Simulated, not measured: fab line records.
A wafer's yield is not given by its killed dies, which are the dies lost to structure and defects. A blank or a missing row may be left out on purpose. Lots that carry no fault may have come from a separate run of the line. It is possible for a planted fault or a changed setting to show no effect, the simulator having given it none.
A single fault, viewed from 2 desks ; flow gf180mcu ; each desk has only its own numbers; what lay behind them comes last

== TOOL OWNER'S DESK, pecvd-01 ==
The tool's own readings at GF_MIM_CVD_05 (deposits Si3N4, target thk 42 nm, time 29.086 s): means of the sampled wafers that have a number, for each lot that ran on this tool. If a lot's mean is further than 4 standard deviations from the usual mean, the lot is out of limits and carries the mark OUT (the distance appears in the brackets).
Columns: A = heater_power_outer_w at GF_MIM_CVD_05, usual 377 W; B = heater_power_w at GF_MIM_CVD_05, usual 635 W
lot;first seen here;A;B
L706;day 24 06:19;360;629
L707;day 24 14:22;371;616
L710;day 25 23:39;397;659
L712;day 26 14:31;351;592
L718;day 28 10:31;403;680
L719;day 28 20:40;395;679
This desk's finding: nothing out of limits on any of the 6 lots.

== METROLOGY DESK ==
Means of the sampled wafers that have a number, per lot and without regard to the tool the lot ran on: this is what the gauges read. If a lot's mean is further than 4 standard deviations from the usual mean, the lot is out of limits and carries the mark OUT (the distance appears in the brackets).
Columns: A = MIM_CVD_05_THK at GF_MIM_THK_MEAS_06, usual 42.1 nm; B = MIM_ALCU_RS at GF_MIM_RS_MEAS_10, usual 0.1595 ohm/sq
lot;first seen here;A;B
L706;day 24 06:20;42.6;0.1611
L707;day 24 14:23;42.3;0.1580
L709;day 25 16:07;42.5;0.1595
L710;day 25 23:42;42.4;0.1603
L712;day 26 14:34;42.7;0.1615
L713;day 26 15:31;41.1;0.1592
L714;day 27 08:16;41.9;0.1603
L718;day 28 10:32;45.4 (+5.1) OUT;0.1605
L719;day 28 20:44;48.8 (+10) OUT;0.1592
L722;day 29 18:45;42.0;0.1586
L723;day 30 00:24;41.8;0.1601
L726;day 30 19:20;42.9;0.1567
L728;day 31 02:52;42.0;0.1607
Finding of this desk: L718, L719 out of limits, first seen on L718 at day 28 10:32 (MIM_CVD_05_THK at GF_MIM_THK_MEAS_06). In limits: L706, L707, L709, L710, L712, L713, L714, L722, L723, L726, L728.

== PUT TOGETHER ==
The metrology desk could have raised an alarm at day 28 10:32, on L718, L719.
The tool owner's desk saw nothing out of limits.
On record at the tool owner's desk: L718, L719, within its limits.
Of the lots named, all ran GF_MIM_CVD_05 on pecvd-01.

== WHAT THE SIMULATOR HAD INSERTED ==
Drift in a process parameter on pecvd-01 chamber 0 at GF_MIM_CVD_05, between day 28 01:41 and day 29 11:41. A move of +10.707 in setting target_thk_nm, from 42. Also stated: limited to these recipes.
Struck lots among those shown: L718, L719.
Per desk, hours elapsed from the start of the fault to the first reading out of limits: for the metrology desk, 9.
